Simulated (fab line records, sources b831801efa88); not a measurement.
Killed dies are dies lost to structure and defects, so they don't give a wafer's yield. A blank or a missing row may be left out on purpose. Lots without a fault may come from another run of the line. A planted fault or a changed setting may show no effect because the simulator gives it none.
fab line records | flow sfq_line
record lots=6 wafers=18 last_day=85
route steps=325 shown R5@218 I5@228
lots that met no fault: from a run of the same line without faults
start_h: hours from the record's first day to the start of the lot's first wafer shown | wait_h: hours since the lot's step before | " the same as in the row above | L1.1+2: a row that stands for several wafers | - no value, or no start given | * or withheld: withheld | < > ~ a bound
route shown NAME@n: a module of which the file shows steps, and the number in the route of the first | usual: mean/standard deviation of fault-free wafers | same: alike in all rows | chamber/n: place in a boat | sites: the reading at each site | _std_site: their standard deviation | _edge_site: outer sites' mean less inner sites' | radius_mm: how far each site lies from the wafer's centre | mask NAME#n: copy n | behind: the tool/chamber that last shaped the wafer | hold: why the lot was held/for how many hours/how that ended | device: the transistor (n, p or np) that didn't switch | end of line: the same wafers' tests at the end of the route | a step without rows: its recipe alone | killed: dies lost to structure and defects at the first sort, not the wafer's yield | map: a wafer's dies, x killed, . not, _ none there
set.NAME: the setting as run; set.NAME@STEP: as run at that earlier step | model.NAME: the simulator's own value behind a step, which no gauge read
lots at some steps of the route; a table a step, a row a wafer
services: from which hour (start_h, from the record's first day; less than 0 if before it) a tool's chamber was out of use, for how many hours, and why
## steps
# step SFQ_TRILAYER_R5_LITHO_COAT_136
# recipe resist=KrF spin_rpm=3000 resist_thk_nm=600
# step SFQ_TRILAYER_R5_LITHO_SOFTBAKE_140
# recipe temp_c=withheld time_s=withheld resist=KrF
# step SFQ_TRILAYER_R5_LITHO_EXPOSE_137
# recipe mask_id=R5 na=0.6 source_shape=conventional sigma_outer=0.65 target_cd_nm=500 dose_mj=14.4
# step SFQ_TRILAYER_R5_LITHO_PEB_139
# recipe peb_temp_c=115 peb_time_s=60 resist=KrF
# step SFQ_TRILAYER_R5_LITHO_DEVELOP_138
# recipe time_s=60 resist=KrF
# step SFQ_R5_OVL_MEAS_935
# usual R5_OVL=2/5.6
# columns lot.wafer tool chamber start_h wait_h R5_OVL[nm]
L707.2 overlay-01 - 1430.24 0.1 3
L707.4 " - " " 5
L707.5 " - " " 2
L709.3 overlay-02 - 1502.37 0.1 4
L709.4 " - " " 14
L709.6 " - " " 7
L714.1 overlay-01 - 1565.64 0.1 -3
L714.4 " - " " -7
L714.5 " - " " -5
L717.1 overlay-01 - 1569.99 0.1 3
L717.4 " - " " 0
L717.5 " - " " -4
L720.2 overlay-01 - 1574.79 0.1 -6
L720.4 " - " " -9
L720.6 " - " " -6
L722.4 overlay-02 - 1579.61 0.1 14
L722.5 " - " " 10
L722.6 " - " " 14
# step SFQ_TRILAYER_R5_BARC_OPEN_METAL_ETCH_177
# recipe mask_material=PR chemistry=O2 target_depth_nm=125 target=BARC icp_w=600 bias_w=80 pressure_mtorr=10 time_s=41.7
# usual drypump_motor_current_A=5.4/0.33 oes_product_au=0.685/0.0047
# columns lot.wafer tool chamber start_h wait_h drypump_motor_current_A oes_product_au rf_hours_counter_h
L707.2 rie_metal-01 1 1430.27 0.0 5.4 0.683 45
L707.4 " 1 " " 5.4 0.693 -
L707.5 " 1 " " 5.4 0.684 -
L709.3 rie_metal-04 1 1502.41 0.0 5.4 0.679 -
L709.4 " 0 " " 4.9 0.683 -
L709.6 " 0 " " 4.9 0.687 -
L714.1 rie_metal-04 1 1565.67 0.0 5.4 0.686 66
L714.4 " 1 " " 5.4 0.680 -
L714.5 " 1 " " 5.4 0.684 -
L717.1 rie_metal-04 1 1570.02 0.0 5.4 0.686 68
L717.4 " 1 " " 5.4 0.685 -
L717.5 " 1 " " 5.4 0.691 -
L720.2 rie_metal-04 1 1574.84 0.0 5.4 0.682 -
L720.4 " 1 " " 5.5 0.684 -
L720.6 " 1 " " 5.4 0.685 -
L722.4 rie_metal-03 0 1579.64 0.0 5.1 0.689 -
L722.5 " 1 " " 6.4 0.672 -
L722.6 " 0 " " 5.1 0.691 -
# step SFQ_TRILAYER_R5_ETCH_METAL_ETCH_139
# recipe stop_on=SiO2 mask_material=PR chemistry=Cl2 target_depth_nm=60 icp_w=600 bias_w=80 pressure_mtorr=10 time_s=40
# usual drypump_motor_current_A=5.4/0.33 oes_product_au=0.990/0.0057
# columns lot.wafer tool chamber start_h wait_h drypump_motor_current_A oes_product_au rf_hours_counter_h
L707.2 rie_metal-01 1 1430.33 0.0 5.4 0.999 45
L707.4 " 1 " " 5.4 0.990 -
L707.5 " 1 " " 5.4 0.990 -
L709.3 rie_metal-04 1 1502.47 0.0 5.4 0.989 -
L709.4 " 0 " " 4.9 0.980 -
L709.6 " 0 " " 4.9 0.990 -
L714.1 rie_metal-04 1 1565.79 0.1 5.5 0.988 66
L714.4 " 1 " " 5.5 0.992 -
L714.5 " 1 " " 5.5 0.991 -
L717.1 rie_metal-04 1 1570.14 0.1 5.5 0.985 68
L717.4 " 1 " " 5.5 0.988 -
L717.5 " 1 " " 5.4 0.983 -
L720.2 rie_metal-04 1 1574.96 0.1 5.5 0.986 -
L720.4 " 1 " " 5.5 0.987 -
L720.6 " 1 " " 5.5 0.987 -
L722.4 rie_metal-03 0 1579.70 0.0 5.1 0.981 -
L722.5 " 1 " " 6.4 0.992 -
L722.6 " 0 " " 5.1 0.983 -
# step SFQ_TRILAYER_R5_STRIP_STRIP_140
# recipe gas=O2 power_w=200 platen_temp_c=40 overash_fraction=0.65 chemistry=O2 pressure_mtorr=50
# usual drypump_motor_current_A=5.4/0.34 oes_product_au=0.999/0.0071
# same overash_fraction=0.65
# columns lot.wafer tool chamber start_h wait_h drypump_motor_current_A oes_product_au rf_hours_counter_h
L707.2 rie_metal-01 1 1430.39 0.0 5.4 1.015 45
L707.4 " 1 " " 5.4 1.000 -
L707.5 " 1 " " 5.4 1.008 -
L709.3 rie_metal-04 1 1502.71 0.2 5.5 1.007 -
L709.4 " 0 " " 4.9 1.003 -
L709.6 " 0 " " 4.9 0.994 -
L714.1 rie_metal-04 1 1565.91 0.1 5.5 1.005 66
L714.4 " 1 " " 5.5 0.993 -
L714.5 " 1 " " 5.4 0.996 -
L717.1 rie_metal-04 1 1570.26 0.1 5.5 1.004 68
L717.4 " 1 " " 5.5 0.998 -
L717.5 " 1 " " 5.5 0.991 -
L720.2 rie_metal-04 1 1575.26 0.3 5.5 1.001 -
L720.4 " 1 " " 5.4 1.000 -
L720.6 " 1 " " 5.4 0.986 -
L722.4 rie_metal-03 0 1579.94 0.2 5.1 0.991 -
L722.5 " 1 " " 6.4 0.992 -
L722.6 " 0 " " 5.1 0.996 -
# step SFQ_TRILAYER_R5_STRIP_SOLV_CLEAN_141
# recipe chemistry=NMP temp_c=70 time_s=600
# step SFQ_TRILAYER_A5C_DEP_PECVD_142
# recipe material=SiO2 temp_c=150 time_s=15.556 pressure_torr=2.4 rf_w=183.3 precursor=SiH4/N2O target_thk_nm=70
# usual heater_power_outer_w=33/12 heater_power_w=87/15 susceptor_temp_C=149.99/0.13 throttle_valve_pct=24.7/1.6
# columns lot.wafer tool chamber start_h wait_h heater_power_outer_w heater_power_w susceptor_temp_C throttle_valve_pct
L707.2 pecvd-03 1 1431.16 0.0 24 74 149.88 24.4
L707.4 " 2 " " 61 126 149.97 22.0
L707.5 " 0 " " 39 97 150.09 23.4
L709.3 pecvd-01 1 1503.29 0.0 35 89 150.15 24.2
L709.4 " 0 " " 41 96 149.86 25.1
L709.6 " 2 " " 18 68 150.04 27.2
L714.1 pecvd-02 0 1567.32 0.0 29 79 150.06 27.1
L714.4 " 0 " " 29 79 150.09 26.6
L714.5 " 1 " " 22 74 149.89 22.7
L717.1 pecvd-01 1 1571.64 0.0 30 87 150.30 23.8
L717.4 " 0 " " 31 84 150.06 24.9
L717.5 " 1 " " 31 86 150.11 24.2
L720.2 pecvd-01 2 1576.44 0.0 19 67 150.17 27.4
L720.4 " 2 " " 18 67 150.12 27.1
L720.6 " 1 " " 36 89 149.83 24.3
L722.4 pecvd-03 2 1580.53 0.0 53 112 150.18 23.0
L722.5 " 2 " " 52 112 150.28 22.8
L722.6 " 0 " " 28 85 150.09 23.8
# step SFQ_TRILAYER_I5_LITHO_COAT_149
# recipe resist=BARC spin_rpm=3000 resist_thk_nm=62
# step SFQ_TRILAYER_I5_LITHO_COAT_144
# recipe resist=KrF spin_rpm=3000 resist_thk_nm=650
# columns lot.wafer tool chamber start_h wait_h model.KrF_of_TRILAYER_I5_LITHO_COAT_144.thk_nm
L707.2 litho_track-02 0 1431.54 0.2 649
L707.4 " 0 " " 647.9
L707.5 " 0 " " 647.8
L709.3 litho_track-02 0 1503.71 0.2 651.4
L709.4 " 0 " " 650.9
L709.6 " 0 " " 652.2
L714.1 litho_track-02 0 1567.64 0.2 581.1
L714.4 " 0 " " 651.4
L714.5 " 0 " " 651.9
L717.1 litho_track-03 0 1571.96 0.2 648.5
L717.4 " 0 " " 648.8
L717.5 " 0 " " 649.8
L720.2 litho_track-04 0 1576.81 0.2 648.1
L720.4 " 0 " " 650.6
L720.6 " 0 " " 649.8
L722.4 litho_track-02 0 1581.02 0.2 651.4
L722.5 " 0 " " 650.6
L722.6 " 0 " " 581.6
# step SFQ_TRILAYER_I5_LITHO_SOFTBAKE_148
# recipe temp_c=withheld time_s=withheld resist=KrF
# step SFQ_TRILAYER_I5_LITHO_EXPOSE_145
# recipe mask_id=I5 na=0.6 source_shape=conventional sigma_outer=0.65 target_cd_nm=700 dose_mj=21.3
# step SFQ_TRILAYER_I5_LITHO_PEB_147
# recipe peb_temp_c=115 peb_time_s=60 resist=KrF
# step SFQ_TRILAYER_I5_LITHO_DEVELOP_146
# recipe time_s=60 resist=KrF
# step SFQ_I5_OVL_MEAS_936
# usual I5_OVL=1/5.9
# columns lot.wafer tool chamber start_h wait_h I5_OVL[nm]
L707.2 overlay-02 - 1433.44 0.1 16
L707.4 " - " " 16
L707.5 " - " " 9
L709.3 overlay-02 - 1505.70 0.1 1
L709.4 " - " " -8
L709.6 " - " " -12
L714.1 overlay-02 - 1681.71 0.1 7
L714.4 " - " " 5
L714.5 " - " " 8
L717.1 overlay-01 - 1694.44 0.1 -4
L717.4 " - " " -1
L717.5 " - " " -9
L720.2 overlay-01 - 1702.97 0.1 -2
L720.4 " - " " 3
L720.6 " - " " -3
L722.4 overlay-01 - 1712.76 0.1 6
L722.5 " - " " 11
L722.6 " - " " 6
# step SFQ_TRILAYER_I5_BARC_OPEN_VIA_ETCH_200
# recipe mask_material=PR chemistry=O2 target_depth_nm=125 target=BARC source_w=500 bias_w=80 pressure_mtorr=30 time_s=41.7
# usual drypump_motor_current_A=5.7/0.53 oes_product_au=0.685/0.0047
# columns lot.wafer tool chamber start_h wait_h drypump_motor_current_A oes_product_au rf_hours_counter_h model.KrF_of_TRILAYER_I5_LITHO_COAT_144.thk_nm
L707.2 rie_diel-01 3 1433.47 0.0 5.9 0.689 21 571.8
L707.4 " 0 " " 5.5 0.688 - 570.5
L707.5 " 3 " " 5.9 0.692 - 570.1
L709.3 rie_diel-01 1 1505.72 0.0 5.2 0.682 0 573.1
L709.4 " 2 " " 5.9 0.677 10 572.8
L709.6 " 0 " " 5.5 0.677 - 574.2
L714.1 rie_diel-04 1 1681.75 0.0 5.7 0.673 0 504.2
L714.4 " 2 " " 6.2 0.680 9 574
L714.5 " 3 " " 6.2 0.680 - 574.3
L717.1 rie_diel-03 3 1694.48 0.0 4.8 0.685 11 570.2
L717.4 " 1 " " 6.5 0.687 0 570.2
L717.5 " 2 " " 5.7 0.687 - 571.7
L720.2 rie_diel-04 1 1703.00 0.0 5.7 0.693 1 570.4
L720.4 " 3 " " 6.3 0.689 10 571.8
L720.6 " 3 " " 6.3 0.695 - 571.1
L722.4 rie_diel-04 2 1712.78 0.0 6.2 0.685 9 574.4
L722.5 " 0 " " 6.5 0.681 - 573
L722.6 " 1 " " 5.7 0.689 - 505
# step SFQ_TRILAYER_I5_ETCH_VIA_ETCH_147
# recipe stop_on=Nb mask_material=PR chemistry=CHF3 target_depth_nm=360 source_w=500 bias_w=80 pressure_mtorr=30 time_s=withheld
# usual drypump_motor_current_A=5.7/0.52 oes_product_au=0.990/0.0056
# columns lot.wafer tool chamber start_h wait_h drypump_motor_current_A oes_product_au
L707.2 rie_diel-01 3 1433.51 0.0 5.9 0.985
L707.4 " 0 " " 5.5 0.997
L707.5 " 3 " " 5.9 0.986
L709.3 rie_diel-01 1 1505.76 0.0 5.1 0.990
L709.4 " 2 " " 5.9 0.992
L709.6 " 0 " " 5.5 0.975
L714.1 rie_diel-04 1 1681.79 0.0 5.7 0.987
L714.4 " 2 " " 6.2 0.988
L714.5 " 3 " " 6.2 0.993
L717.1 rie_diel-03 3 1694.52 0.0 4.7 0.993
L717.4 " 1 " " 6.5 0.982
L717.5 " 2 " " 5.7 0.994
L720.2 rie_diel-04 1 1703.04 0.0 5.7 0.992
L720.4 " 3 " " 6.2 0.994
L720.6 " 3 " " 6.2 0.992
L722.4 rie_diel-04 2 1712.82 0.0 6.2 0.988
L722.5 " 0 " " 6.6 0.994
L722.6 " 1 " " 5.7 0.979
## services
# columns tool chamber start_h hours kind
rie_diel-04 1 1432.42 13.5 repair
rie_diel-04 2 1437.66 6.6 repair
rie_metal-04 - 1467.17 14.6 pm
pecvd-01 2 1473.80 12.6 repair
rie_diel-01 3 1475.94 6.2 repair
rie_diel-01 0 1487.98 16.4 repair
pecvd-01 - 1489.53 0.9 repair
rie_diel-01 1 1507.52 4.5 repair
pecvd-01 - 1508.47 0.8 repair
rie_metal-01 1 1522.25 14.3 repair
rie_metal-03 - 1539.30 2.6 repair
rie_diel-04 0 1546.91 4.3 repair
pecvd-01 - 1553.23 2.9 repair
pecvd-01 1 1558.90 4.8 repair
rie_diel-01 1 1560.54 3.1 repair
rie_metal-03 1 1584.04 20.1 repair
rie_metal-04 - 1604.65 2.8 pm
rie_metal-01 - 1609.51 0.2 repair
rie_metal-01 - 1611.03 1.4 pm
rie_diel-01 - 1624.64 2.1 repair
rie_diel-01 0 1639.94 9.8 repair
rie_metal-03 1 1666.57 6.3 repair
rie_diel-01 - 1684.68 2.8 pm
rie_diel-04 - 1695.38 0.2 repair
## key
first_sign none at tools or gauges
model_effect step=SFQ_TRILAYER_I5_LITHO_COAT_144 value=KrF_of_TRILAYER_I5_LITHO_COAT_144.thk_nm without=649.5 struck=581.3
model_effect step=SFQ_TRILAYER_I5_BARC_OPEN_VIA_ETCH_200 value=KrF_of_TRILAYER_I5_LITHO_COAT_144.thk_nm without=572.8 struck=504.6
met_at SFQ_TRILAYER_I5_LITHO_COAT_144
struck_wafers L714.1,L722.6
onset_between 1503.71 1567.64
fault kind=process_parameter_drift tool=litho_track-02 chamber=- onset_h=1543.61 steps=SFQ_TRILAYER_I5_LITHO_COAT_144 channel=resist_thk_nm offset=-68.218 shape=step end_h=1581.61 scope=struck_wafers_only acts_in=these_recipes_only stated=650
